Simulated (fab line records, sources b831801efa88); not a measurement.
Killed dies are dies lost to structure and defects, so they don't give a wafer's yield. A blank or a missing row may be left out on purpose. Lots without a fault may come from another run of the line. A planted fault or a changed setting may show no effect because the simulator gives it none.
fab line records | flow sky130
record lots=11 wafers=33 last_day=50
route steps=708 shown VT_ADJUST_LVTN@118 POLY_GATE@204
lots that met no fault: from a run of the same line without faults
start_h: hours from the record's first day to the start of the lot's first wafer shown | wait_h: hours since the lot's step before | " the same as in the row above | L1.1+2: a row that stands for several wafers | - no value, or no start given | * or withheld: withheld | < > ~ a bound
route shown NAME@n: a module of which the file shows steps, and the number in the route of the first | usual: mean/standard deviation of fault-free wafers | same: alike in all rows | chamber/n: place in a boat | sites: the reading at each site | _std_site: their standard deviation | _edge_site: outer sites' mean less inner sites' | radius_mm: how far each site lies from the wafer's centre | mask NAME#n: copy n | behind: the tool/chamber that last shaped the wafer | hold: why the lot was held/for how many hours/how that ended | device: the transistor (n, p or np) that didn't switch | end of line: the same wafers' tests at the end of the route | a step without rows: its recipe alone | killed: dies lost to structure and defects at the first sort, not the wafer's yield | map: a wafer's dies, x killed, . not, _ none there
set.NAME: the setting as run; set.NAME@STEP: as run at that earlier step | model.NAME: the simulator's own value behind a step, which no gauge read
steps of the route over a sample of lots; a table a step, a row a wafer
services: from which hour (start_h, from the record's first day; less than 0 if before it) a tool's chamber was out of use, for how many hours, and why
## steps
# step SKY_VT_ADJUST_LVTN_TW_MEAS_21
# usual VT_ADJUST_LVTN_2_TW=187.2/1.5
# columns lot.wafer tool chamber start_h wait_h VT_ADJUST_LVTN_2_TW
L341.1 film_metro-03 - 159.69 0.1 189.1
L341.4 " - " " 190.6
L341.6 " - " " 189.4
L342.1 film_metro-03 - 166.47 0.1 188.6
L342.4 " - " " 189.5
L342.5 " - " " 190.2
L343.1 film_metro-02 - 172.66 0.1 186.0
L343.2 " - " " 186.2
L343.5 " - " " 186.1
L346.2 film_metro-01 - 193.15 0.1 187.0
L346.3 " - " " 186.5
L346.5 " - " " 185.6
L347.1 film_metro-01 - 196.54 0.1 187.4
L347.2 " - " " 186.8
L347.4 " - " " 185.8
L348.2 film_metro-02 - 206.97 0.1 188.4
L348.3 " - " " 187.8
L348.4 " - " " 188.2
L349.2 film_metro-03 - 215.13 0.1 188.2
L349.3 " - " " 187.7
L349.6 " - " " 188.7
L351.1 film_metro-01 - 229.11 0.1 186.8
L351.2 " - " " 185.8
L351.5 " - " " 186.2
L360.1 film_metro-02 - 303.84 0.1 187.6
L360.5 " - " " 188.1
L360.6 " - " " 187.4
L362.1 film_metro-01 - 311.29 0.1 185.9
L362.2 " - " " 186.3
L362.4 " - " " 186.7
L364.2 film_metro-02 - 318.70 0.1 188.6
L364.5 " - " " 189.0
L364.6 " - " " 188.4
# step SKY_POLY_GATE_CVD_00
# recipe material=poly-Si target_thk_nm=180 temp_c=620 time_s=720 pressure_mtorr=200
# columns lot.wafer tool chamber start_h wait_h
L341.1+4+6 lpcvd-01 0 309.34 0.0
L342.1+4+5 lpcvd-01 1 318.21 0.0
L343.1+2+5 lpcvd-01 1 325.31 0.0
L346.2+3+5 lpcvd-01 0 354.50 0.0
L347.1+2+4 lpcvd-01 0 354.50 0.0
L348.2+3+4 lpcvd-01 0 368.16 0.0
L349.2+3+6 lpcvd-01 1 378.01 0.0
L351.1+2+5 lpcvd-01 0 392.43 0.0
L360.1+5+6 lpcvd-01 1 485.82 0.0
L362.1+2+4 lpcvd-01 1 495.61 0.0
L364.2+5+6 lpcvd-01 0 504.07 0.0
# step SKY_POLY_GATE_THK_MEAS_01
# recipe reads=poly-Si_of_POLY_GATE_CVD_00
# usual POLY_GATE_CVD_00_THK=180.0/1.7
# columns lot.wafer tool chamber start_h wait_h hold POLY_GATE_CVD_00_THK[nm]
L341.1 film_metro-03 - 310.54 0.0 - 179.0
L341.4 " - " " - 179.2
L341.6 " - " " - 178.4
L342.1 film_metro-03 - 319.41 0.0 - 181.6
L342.4 " - " " - 181.2
L342.5 " - " " - 180.5
L343.1 film_metro-03 - 326.51 0.0 - 181.4
L343.2 " - " " - 182.1
L343.5 " - " " - 181.5
L347.1 film_metro-02 - 355.70 0.0 - 179.9
L347.2 " - " " - 180.8
L347.4 " - " " - 182.2
L346.2 film_metro-04 - 355.71 0.0 - 180.6
L346.3 " - " " - 182.7
L346.5 " - " " - 181.7
L348.2 film_metro-03 - 369.37 0.0 - 180.1
L348.3 " - " " - 179.0
L348.4 " - " " - 177.9
L349.2 film_metro-04 - 379.22 0.0 - 178.2
L349.3 " - " " - 177.6
L349.6 " - " " - 179.1
L351.1 film_metro-04 - 393.63 0.0 - 180.9
L351.2 " - " " - 181.8
L351.5 " - " " - 179.7
L360.1 film_metro-03 - 487.02 0.0 await_dispo/0.2h/release 121.1
L360.5 " - " " await_dispo/0.2h/release 120.1
L360.6 " - " " await_dispo/0.2h/release 122.0
L360.1 film_metro-03 - 487.24 0.2 - 121.2
L360.5 " - " " - 120.2
L360.6 " - " " - 122.0
L362.1 film_metro-04 - 496.81 0.0 await_dispo/0.2h/release 122.4
L362.2 " - " " await_dispo/0.2h/release 122.2
L362.4 " - " " await_dispo/0.2h/release 122.0
L362.1 film_metro-04 - 497.03 0.2 - 122.6
L362.2 " - " " - 122.3
L362.4 " - " " - 122.0
L364.2 film_metro-02 - 505.28 0.0 - 181.3
L364.5 " - " " - 180.4
L364.6 " - " " - 182.8
# step SKY_POLY_GATE_OVL_MEAS_14
# usual POLY_GATE_OVL=-4/5.2
# columns lot.wafer tool chamber start_h wait_h POLY_GATE_OVL[nm]
L341.1 overlay-02 - 368.85 0.1 7
L341.4 " - " " 0
L341.6 " - " " 5
L342.1 overlay-01 - 376.69 0.1 -10
L342.4 " - " " -2
L342.5 " - " " 1
L343.1 overlay-01 - 385.07 0.1 -6
L343.2 " - " " -5
L343.5 " - " " -10
L346.2 overlay-02 - 416.85 0.1 -7
L346.3 " - " " -8
L346.5 " - " " -12
L347.1 overlay-02 - 417.37 0.1 8
L347.2 " - " " 6
L347.4 " - " " 3
L348.2 overlay-02 - 431.22 0.1 -4
L348.3 " - " " 4
L348.4 " - " " -2
L349.2 overlay-01 - 442.48 0.1 -6
L349.3 " - " " -1
L349.6 " - " " -8
L351.1 overlay-01 - 456.40 0.1 1
L351.2 " - " " 0
L351.5 " - " " 3
L360.1 overlay-01 - 549.15 0.1 -3
L360.5 " - " " -6
L360.6 " - " " -8
L362.1 overlay-01 - 559.75 0.1 -12
L362.2 " - " " -3
L362.4 " - " " -5
L364.2 overlay-01 - 567.55 0.1 0
L364.5 " - " " -8
L364.6 " - " " -7
# step SKY_POLY_GATE_ETCH_17
# recipe target_depth_nm=180 stop_on=SiO2 over_etch_frac=0.56667 chemistry=HBr/Cl2 target=poly-Si icp_w=400 bias_w=100 pressure_mtorr=10 HBr_flow_sccm=150 Cl2_flow_sccm=50 time_s=70.5
# usual HBr_flow_sccm=149.9/0.41 drypump_motor_current_A=5.6/0.41 he_backside_leak_sccm=2.82/0.19 oes_product_au=0.987/0.0065 throttle_valve_pct=33.685/0.0081
# columns lot.wafer tool chamber start_h wait_h HBr_flow_sccm drypump_motor_current_A he_backside_leak_sccm oes_product_au rf_hours_counter_h throttle_valve_pct
L341.1 rie_si-02 0 369.07 0.0 149.2 5.1 2.73 0.987 3 33.682
L341.4 " 3 " " 149.9 6.0 3.02 0.987 1 33.677
L341.6 " 1 " " 150.0 5.1 2.98 0.979 - 33.682
L342.1 rie_si-02 3 376.91 0.0 149.9 6.0 3.07 0.984 1 33.683
L342.4 " 2 " " 150.0 5.8 2.86 0.981 4 33.677
L342.5 " 2 " " 149.0 5.8 2.92 0.988 - 33.693
L343.1 rie_si-01 2 385.29 0.0 149.8 5.5 2.92 0.990 42 33.687
L343.2 " 1 " " 149.6 6.1 2.53 0.995 5 33.686
L343.5 " 3 " " 149.8 5.9 2.93 1.001 - 33.699
L346.2 rie_si-02 0 417.06 0.0 149.7 5.1 2.75 0.986 4 33.680
L346.3 " 3 " " 150.1 6.0 3.11 0.988 1 33.693
L346.5 " 1 " " 150.2 5.2 2.81 0.987 - 33.687
L347.1 rie_si-01 2 417.59 0.0 149.9 5.6 3.03 0.991 43 33.690
L347.2 " 3 " " 150.6 5.9 2.90 0.982 39 33.679
L347.4 " 0 " " 149.2 5.1 2.78 0.997 0 33.673
L348.2 rie_si-01 2 431.43 0.0 150.4 5.6 2.96 0.985 43 33.684
L348.3 " 3 " " 150.2 6.0 3.02 0.993 39 33.692
L348.4 " 1 " " 150.0 6.1 2.40 0.979 5 33.697
L349.2 rie_si-02 0 442.69 0.0 149.8 5.1 2.64 0.987 4 33.705
L349.3 " 3 " " 150.1 6.0 2.98 0.980 1 33.699
L349.6 " 2 " " 150.0 5.8 2.82 0.983 - 33.685
L351.1 rie_si-01 2 456.62 0.0 149.8 5.5 2.96 0.978 43 33.684
L351.2 " 1 " " 150.0 6.1 2.55 0.987 5 33.683
L351.5 " 0 " " 150.5 5.1 2.90 0.998 - 33.697
L360.1 rie_si-02 3 549.37 0.0 149.9 5.9 2.99 0.754 2 33.681
L360.5 " 0 " " 149.7 5.1 2.56 0.758 - 33.693
L360.6 " 3 " " 149.8 5.9 3.12 0.767 - 33.675
L362.1 rie_si-02 3 559.97 0.0 149.9 6.0 2.99 0.770 2 33.686
L362.2 " 0 " " 149.5 5.1 2.77 0.757 5 33.682
L362.4 " 1 " " 149.3 5.1 2.85 0.766 1 33.688
L364.2 rie_si-02 0 567.76 0.0 150.0 5.1 2.79 0.989 5 33.693
L364.5 " 2 " " 149.2 5.8 2.85 0.994 - 33.698
L364.6 " 1 " " 150.1 5.2 2.82 0.993 - 33.695
# step SKY_POLY_GATE_STRIP_18
# recipe chemistry=O2/N2 power_w=1400 pressure_mtorr=1500 platen_temp_c=withheld o2_flow_sccm=3000 n2_flow_sccm=300 overash_fraction=0.5
# usual drypump_motor_current_A=5.6/0.35 oes_product_au=0.360/0.0052 strip_time_to_endpoint_s=3.160/0.024
# columns lot.wafer tool chamber start_h wait_h drypump_motor_current_A oes_product_au rf_hours_counter_h strip_time_to_endpoint_s
L341.1 plasma_asher-04 1 369.12 0.0 5.9 0.359 25 3.160
L341.4 " 0 " " 5.7 0.364 - 3.147
L341.6 " 1 " " 5.9 0.371 - 3.162
L342.1 plasma_asher-01 1 376.97 0.0 5.7 0.362 57 3.138
L342.4 " 0 " " 5.1 0.357 - 3.145
L342.5 " 1 " " 5.7 0.353 - 3.100
L343.1 plasma_asher-02 0 385.35 0.0 5.3 0.362 68 3.140
L343.2 " 1 " " 6.1 0.362 68 3.179
L343.5 " 0 " " 5.3 0.356 - 3.151
L346.2 plasma_asher-01 1 417.12 0.0 5.7 0.357 61 3.162
L346.3 " 0 " " 5.1 0.357 - 3.190
L346.5 " 0 " " 5.1 0.368 - 3.177
L347.1 plasma_asher-02 0 417.65 0.0 5.3 0.369 70 3.190
L347.2 " 1 " " 6.1 0.353 70 3.168
L347.4 " 1 " " 6.1 0.366 - 3.153
L348.2 plasma_asher-02 0 431.48 0.0 5.3 0.355 0 3.149
L348.3 " 0 " " 5.3 0.358 - 3.115
L348.4 " 1 " " 6.1 0.352 - 3.134
L349.2 plasma_asher-04 0 442.75 0.0 5.7 0.363 33 3.195
L349.3 " 0 " " 5.7 0.361 - 3.132
L349.6 " 1 " " 5.9 0.354 - 3.161
L351.1 plasma_asher-01 0 456.67 0.0 5.1 0.367 65 3.170
L351.2 " 1 " " 5.7 0.361 65 3.160
L351.5 " 0 " " 5.1 0.368 - 3.152
L360.1 plasma_asher-01 0 549.42 0.0 5.1 0.356 74 3.157
L360.5 " 1 " " 5.7 0.361 - 3.144
L360.6 " 0 " " 5.1 0.354 - 3.149
L362.1 plasma_asher-02 0 560.02 0.0 5.3 0.358 13 3.131
L362.2 " 1 " " 6.1 0.367 13 3.157
L362.4 " 1 " " 6.1 0.358 - 3.196
L364.2 plasma_asher-01 1 567.81 0.0 5.7 0.364 76 3.156
L364.5 " 0 " " 5.1 0.367 - 3.196
L364.6 " 1 " " 5.7 0.366 - 3.202
## services
# columns tool chamber start_h hours kind
plasma_asher-04 - 320.83 0.8 repair
rie_si-01 - 329.89 0.9 repair
rie_si-01 2 338.63 4.0 repair
rie_si-01 0 381.37 - clean
rie_si-01 0 381.37 15.5 scheduled_down
rie_si-01 0 381.37 15.5 vent_cycle
rie_si-02 1 385.48 - clean
rie_si-02 1 385.48 16.1 scheduled_down
rie_si-02 1 385.48 16.1 vent_cycle
plasma_asher-02 - 388.98 14.6 pm
rie_si-02 3 393.40 7.5 repair
lpcvd-01 - 394.09 2.8 pm
rie_si-01 2 399.56 4.2 repair
plasma_asher-04 - 401.68 2.8 pm
plasma_asher-02 - 421.25 9.0 pm
plasma_asher-02 0 421.25 9.0 vent_cycle
plasma_asher-02 1 421.25 9.0 vent_cycle
plasma_asher-02 0 430.25 - clean
plasma_asher-02 1 430.25 - clean
rie_si-02 0 467.79 14.8 repair
rie_si-02 3 490.32 6.1 repair
rie_si-02 1 490.84 6.6 repair
rie_si-01 2 548.15 - clean
rie_si-01 2 548.15 17.8 scheduled_down
## key
first_sign step=SKY_POLY_GATE_THK_MEAS_01 reading=visit direction=added
effect step=SKY_POLY_GATE_THK_MEAS_01 reading=POLY_GATE_CVD_00_THK direction=down sigmas=34 usual=180.0 struck=121.6
effect step=SKY_POLY_GATE_ETCH_17 reading=oes_product_au direction=down sigmas=34 usual=0.987 struck=0.762
met_at SKY_POLY_GATE_CVD_00
struck_lots L360,L362
struck_wafers L360.1,L360.5,L360.6,L362.1,L362.2,L362.4
tester_left_out L360,L362
not_acting_at SKY_VT_ADJUST_LVTN_TW_MEAS_21,SKY_POLY_GATE_OVL_MEAS_14,SKY_POLY_GATE_STRIP_18
fault kind=process_parameter_drift tool=lpcvd-01 chamber=1 onset_h=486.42 steps=SKY_POLY_GATE_CVD_00 channel=target_thk_nm offset=-58.359 shape=step end_h=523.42 stated=180
# tester_left_out: of these lots the tester's yield and bins aren't shown, on N5 and GAA mostly nor the transistor test; their killed dies are dies lost to structure and defects alone, not to doping, threshold or leakage, so they don't give the yield
